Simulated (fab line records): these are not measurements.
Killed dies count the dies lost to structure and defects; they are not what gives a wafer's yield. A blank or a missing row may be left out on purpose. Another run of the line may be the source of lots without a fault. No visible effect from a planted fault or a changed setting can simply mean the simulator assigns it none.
fab line records	flow sky130
record lots=5	wafers=15	last_day=49
route steps=708 shown LDD_HVN@270 LDD_HVP@278 LDD_LDN@289
lots with no fault: from the same line, run without faults
start_h: the number of hours between the record's first day and the start of the first shown wafer of the lot	wait_h: how many hours have passed since the lot's step before this one	" repeats the value in the row above	L1.1+2: a row that stands for several wafers	- no value, or no start was given	* or withheld: withheld	< > ~ a bound
route shown NAME@n: names a module that has steps shown in the file, with the first one's number in the route	usual: the fault-free wafers' mean and standard deviation	same: alike in all rows	chamber/n: place in a boat	sites: each site's reading	_std_site: their standard deviation	_edge_site: inner sites' mean taken away from outer sites' mean	radius_mm: how far each site lies from the wafer's centre	mask NAME#n: copy n	behind: tool/chamber where the wafer was last shaped	hold: what put the lot on hold/how long, in hours/how the hold closed	device: which transistor (n, p or np) failed to switch	end of line: the same wafers' tests at the end of the route	where a step has no rows: the recipe by itself	killed: dies that structure and defects cost at the first sort, which is not the same as the wafer's yield	map: per-die view of a wafer (x killed, . not killed, _ where there is no die)
set.NAME: the run value of the setting; set.NAME@STEP: its run value at that earlier step	model.NAME: the simulator's own value behind a step, which no gauge read
lots at selected steps of the route; one table per step, one row per wafer
services: when a tool's chamber went out of use (start_h, in hours from the record's first day, below 0 if earlier), for how many hours, and the reason
## steps
# step SKY_LDD_HVN_SOFTBAKE_03
# recipe temp_c=90	time_s=60	resist=NOVOLAK
# step SKY_LDD_HVN_EXPOSE_04
# recipe mask_id=HVNTM	na=0.6	source_shape=conventional	sigma_outer=0.6	polarization=unpolarized	target_cd_nm=700	dose_mj=127
# step SKY_LDD_HVN_PEB_05
# recipe temp_c=withheld	time_s=*	resist=NOVOLAK
# step SKY_LDD_HVN_DEVELOP_06
# recipe resist=NOVOLAK	developer=TMAH	develop_time_s=60	dev_temp_c=23
# step SKY_LDD_HVN_OVL_MEAS_07
# usual LDD_HVN_OVL=1.4/1.3
lot.wafer	tool	chamber	start_h	wait_h	LDD_HVN_OVL[nm]
L235.2	overlay-02	-	492.91	0.1	-0.6
L235.3	"	-	"	"	3.8
L235.4	"	-	"	"	2.0
L237.1	overlay-02	-	502.72	0.1	0.9
L237.3	"	-	"	"	1.5
L237.6	"	-	"	"	1.8
L240.2	overlay-02	-	528.86	0.1	1.4
L240.4	"	-	"	"	3.4
L240.5	"	-	"	"	1.9
L247.2	overlay-01	-	583.66	0.1	4.3
L247.4	"	-	"	"	2.1
L247.5	"	-	"	"	3.6
L251.1	overlay-01	-	616.57	0.1	0.4
L251.2	"	-	"	"	1.6
L251.5	"	-	"	"	-0.3
# step SKY_LDD_HVN_IMPLANT_08
# recipe species=P	energy_kev=60	dose_cm2=3e+13	tilt_deg=40
# step SKY_LDD_HVN_STRIP_09
# recipe chemistry=O2/N2	power_w=1400	pressure_mtorr=1500	platen_temp_c=withheld	o2_flow_sccm=3000	n2_flow_sccm=300	overash_fraction=0.5
# usual drypump_motor_current_A=6.0/0.4	oes_product_au=0.407/0.0045	strip_time_to_endpoint_s=4.111/0.013
lot.wafer	tool	chamber	start_h	wait_h	drypump_motor_current_A	oes_product_au	rf_hours_counter_h	strip_time_to_endpoint_s
L235.2	plasma_asher-01	0	493.09	0.1	5.5	0.408	79	4.094
L235.3	"	0	"	"	5.5	0.400	-	4.111
L235.4	"	1	"	"	5.9	0.403	-	4.098
L237.1	plasma_asher-03	1	502.91	0.1	5.5	0.403	69	4.124
L237.3	"	0	"	"	6.5	0.416	-	4.119
L237.6	"	0	"	"	6.5	0.399	-	4.120
L240.2	plasma_asher-04	0	529.04	0.1	6.5	0.404	10	4.107
L240.4	"	1	"	"	5.9	0.406	-	4.096
L240.5	"	0	"	"	6.5	0.406	-	4.104
L247.2	plasma_asher-04	1	583.84	0.1	6.0	0.407	16	4.084
L247.4	"	0	"	"	6.5	0.403	-	4.099
L247.5	"	0	"	"	6.4	0.403	-	4.093
L251.1	plasma_asher-03	0	616.76	0.1	6.5	0.413	81	4.111
L251.2	"	1	"	"	5.5	0.403	81	4.112
L251.5	"	0	"	"	6.5	0.401	-	4.113
# step SKY_LDD_HVN_TW_MEAS_10
# usual LDD_HVN_TW=1448/16
lot.wafer	tool	chamber	start_h	wait_h	LDD_HVN_TW
L235.2	film_metro-04	-	493.20	0.1	1435
L235.3	"	-	"	"	1430
L235.4	"	-	"	"	1428
L237.1	film_metro-04	-	503.01	0.1	1426
L237.3	"	-	"	"	1432
L237.6	"	-	"	"	1425
L240.2	film_metro-01	-	529.15	0.1	1445
L240.4	"	-	"	"	1443
L240.5	"	-	"	"	1444
L247.2	film_metro-02	-	583.95	0.1	1466
L247.4	"	-	"	"	1457
L247.5	"	-	"	"	1464
L251.1	film_metro-02	-	616.86	0.1	1469
L251.2	"	-	"	"	1468
L251.5	"	-	"	"	1461
# step SKY_LDD_HVP_DEHYDRATE_00
# recipe temp_c=200	time_s=60
# step SKY_LDD_HVP_HMDS_01
# recipe prime_time_s=60	prime_temp_c=120
# step SKY_LDD_HVP_COAT_02
# recipe resist=NOVOLAK	spin_rpm=3000	resist_thk_nm=300
# step SKY_LDD_HVP_SOFTBAKE_03
# recipe temp_c=90	time_s=60	resist=NOVOLAK
# step SKY_LDD_HVP_EXPOSE_04
# recipe mask_id=HVPTM	na=0.6	source_shape=conventional	sigma_outer=0.6	polarization=unpolarized	target_cd_nm=700	dose_mj=86
# usual exposure_dose_mJ_cm2=86.01/0.098	stage_vel_mm_s=500.01/0.23
lot.wafer	tool	chamber	start_h	wait_h	mask	exposure_dose_mJ_cm2	stage_vel_mm_s
L235.2	iline_stepper-01	0	508.04	-	HVPTM#0	86.11	500.23
L235.3	"	0	"	"	HVPTM#0	86.07	500.06
L235.4	"	0	"	"	HVPTM#0	85.98	499.92
L237.1	iline_stepper-02	0	519.40	-	LDNTM#0	86.06	499.92
L237.3	"	0	"	"	LDNTM#0	85.96	499.35
L237.6	"	0	"	"	LDNTM#0	86.08	499.82
L240.2	iline_stepper-02	0	543.43	-	HVPTM#0	86.04	499.80
L240.4	"	0	"	"	HVPTM#0	86.10	499.57
L240.5	"	0	"	"	HVPTM#0	86.10	499.94
L247.2	iline_stepper-01	0	598.26	-	HVPTM#0	86.10	500.04
L247.4	"	0	"	"	HVPTM#0	86.27	500.12
L247.5	"	0	"	"	HVPTM#0	86.07	499.86
L251.1	iline_stepper-02	0	631.07	-	HVPTM#0	86.18	500.23
L251.2	"	0	"	"	HVPTM#0	85.99	500.20
L251.5	"	0	"	"	HVPTM#0	86.12	499.89
# step SKY_LDD_HVP_PEB_05
# recipe temp_c=withheld	time_s=*	resist=NOVOLAK
# step SKY_LDD_HVP_DEVELOP_06
# recipe resist=NOVOLAK	developer=TMAH	develop_time_s=60	dev_temp_c=23
# step SKY_LDD_HVP_OVL_MEAS_07
# usual LDD_HVP_OVL=-0.4/1.3
lot.wafer	tool	chamber	start_h	wait_h	LDD_HVP_OVL[nm]
L235.2	overlay-01	-	523.93	0.1	1.3
L235.3	"	-	"	"	0.2
L235.4	"	-	"	"	0.0
L237.1	overlay-02	-	533.86	0.1	-
L237.3	"	-	"	"	-
L237.6	"	-	"	"	-
L240.2	overlay-01	-	558.13	0.1	-1.2
L240.4	"	-	"	"	-0.5
L240.5	"	-	"	"	0.4
L247.2	overlay-01	-	613.07	0.1	1.9
L247.4	"	-	"	"	1.4
L247.5	"	-	"	"	0.9
L251.1	overlay-02	-	644.81	0.1	-0.4
L251.2	"	-	"	"	-0.6
L251.5	"	-	"	"	-0.3
# step SKY_LDD_HVP_IMPLANT_08
# recipe species=B	energy_kev=20	dose_cm2=1.7e+13	tilt_deg=17.9
# step SKY_LDD_HVP_STRIP_09
# recipe chemistry=O2/N2	power_w=1400	pressure_mtorr=1500	platen_temp_c=withheld	o2_flow_sccm=3000	n2_flow_sccm=300	overash_fraction=0.5
# usual drypump_motor_current_A=5.7/0.51	oes_product_au=0.408/0.005	strip_time_to_endpoint_s=4.131/0.016
lot.wafer	tool	chamber	start_h	wait_h	drypump_motor_current_A	oes_product_au	rf_hours_counter_h	strip_time_to_endpoint_s
L235.2	plasma_asher-02	1	524.11	0.1	4.8	0.408	42	4.129
L235.3	"	0	"	"	5.7	0.411	-	4.124
L235.4	"	1	"	"	4.9	0.410	-	4.122
L237.1	plasma_asher-01	0	534.04	0.1	5.5	0.414	83	4.126
L237.3	"	1	"	"	5.9	0.411	-	4.130
L237.6	"	0	"	"	5.5	0.401	-	4.143
L240.2	plasma_asher-02	0	558.31	0.1	5.7	0.416	46	4.124
L240.4	"	0	"	"	5.7	0.407	-	4.120
L240.5	"	1	"	"	4.9	0.416	-	4.118
L247.2	plasma_asher-01	1	613.25	0.1	5.9	0.409	90	4.149
L247.4	"	0	"	"	5.5	0.409	-	4.141
L247.5	"	0	"	"	5.5	0.407	-	4.144
L251.1	plasma_asher-02	1	645.00	0.1	4.9	0.399	54	4.117
L251.2	"	0	"	"	5.7	0.405	54	4.124
L251.5	"	1	"	"	4.9	0.407	-	4.136
# step SKY_LDD_HVP_TW_MEAS_10
# usual LDD_HVP_TW=460/5.5
lot.wafer	tool	chamber	start_h	wait_h	LDD_HVP_TW
L235.2	film_metro-02	-	524.22	0.1	465
L235.3	"	-	"	"	466
L235.4	"	-	"	"	468
L237.1	film_metro-04	-	534.14	0.1	30
L237.3	"	-	"	"	30
L237.6	"	-	"	"	30
L240.2	film_metro-02	-	558.42	0.1	468
L240.4	"	-	"	"	469
L240.5	"	-	"	"	467
L247.2	film_metro-02	-	613.36	0.1	466
L247.4	"	-	"	"	465
L247.5	"	-	"	"	463
L251.1	film_metro-02	-	645.10	0.1	465
L251.2	"	-	"	"	466
L251.5	"	-	"	"	464
# step SKY_LDD_LDN_DEHYDRATE_00
# recipe temp_c=200	time_s=60
## services
tool	chamber	start_h	hours	kind
plasma_asher-01	-	470.93	2.8	pm
plasma_asher-02	-	479.13	0.7	repair
plasma_asher-03	-	494.85	0.6	repair
iline_stepper-02	-	507.84	1.7	pm
iline_stepper-01	-	518.59	2.1	pm
iline_stepper-01	-	520.67	-	consumable_replace:lamp
iline_stepper-02	0	533.30	-	calibration
iline_stepper-01	0	571.44	-	calibration
iline_stepper-02	-	594.58	4.4	pm
plasma_asher-04	-	595.26	1.8	repair
iline_stepper-01	-	600.35	4.4	pm
iline_stepper-02	-	607.95	4.7	repair
plasma_asher-04	-	614.38	3.8	repair
iline_stepper-01	-	620.77	1.1	repair
## key
first_sign step=SKY_LDD_HVP_EXPOSE_04	reading=mask	direction=changed
effect step=SKY_LDD_HVP_OVL_MEAS_07	reading=LDD_HVP_OVL	direction=missing
effect step=SKY_LDD_HVP_TW_MEAS_10	reading=LDD_HVP_TW	direction=down	sigmas=79	usual=460	struck=30
met_at SKY_LDD_HVP_EXPOSE_04
struck_wafers L237.1,L237.3,L237.6
sort_left_out L237.1,L237.3,L237.6
tester_left_out L237
fault kind=wrong_mask	tool=any	chamber=-	onset_h=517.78	steps=SKY_LDD_HVP_EXPOSE_04	aux_copy=LDNTM#0	scope=struck_lots_only
# tester_left_out: of these lots the tester's yield and bins aren't shown, on N5 and GAA mostly nor the transistor test; their killed dies are dies lost to structure and defects alone, not to doping, threshold or leakage, so they don't give the yield
# sort_left_out: the simulated sort isn't trusted on such a fault, so these wafers' sort isn't shown, and their yield isn't known
